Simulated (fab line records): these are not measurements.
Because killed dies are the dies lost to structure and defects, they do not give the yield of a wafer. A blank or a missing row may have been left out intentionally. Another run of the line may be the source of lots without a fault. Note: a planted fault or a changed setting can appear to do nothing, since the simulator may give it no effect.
Matching of chambers    flow sfq line    SFQ_TRILAYER_I1_VIA_BARC_OPEN_VIA_ETCH_071 on rie diel-03: 4 sister chambers
The step etches BARC in O2, target depth 125 nm, time 41.7 s. 8 wafers are shown with their chamber, then 7 later ones without.

EACH WAFER AND ITS CHAMBER
wafer   chamber  oes product au (a.u.)
L915.6  2        0.684
L917.3  2        0.680
L923.5  3        0.692
L925.2  0        0.684
L925.3  3        0.686
L925.5  1        0.690
L934.1  1        0.676
L934.2  0        0.689

WAFERS WHOSE CHAMBER IS MISSING
wafer   oes product au (a.u.)
L934.6  0.682
L935.3  0.686
L935.4  0.685
L935.6  0.673
L938.1  0.680
L938.2  0.697
L938.6  0.681

EACH ONE'S CHAMBER
wafer   from the rows above                in truth
L934.6  can't be placed: 2 or 1 or 0 or 3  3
L935.3  can't be placed: 0 or 1 or 3 or 2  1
L935.4  can't be placed: 0 or 1 or 2 or 3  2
L935.6  can't be placed: 2 or 1 or 0 or 3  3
L938.1  can't be placed: 2 or 1 or 0 or 3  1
L938.2  can't be placed: 3 or 0 or 1 or 2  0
L938.6  can't be placed: 2 or 1 or 0 or 3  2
Correct placement for 0 of the 7. These rows do not allow placing 7 (true chamber among the candidates in 7). 0 placed wrongly.
How it was worked out, from the rows above alone: a wafer's distance from a chamber is the root of the sum, over the readings, of the square of ((its reading less the chamber's mean) divided by the reading's scatter). If the next closest chamber is less than 2 further off than the closest, the wafer can't be placed; otherwise it belongs to the closest. A chamber's mean is the mean of its shown wafers. The scatter: take each reading less its chamber's mean, square it, sum over the shown wafers, divide by the number of wafers less the number of chambers, and take the root.
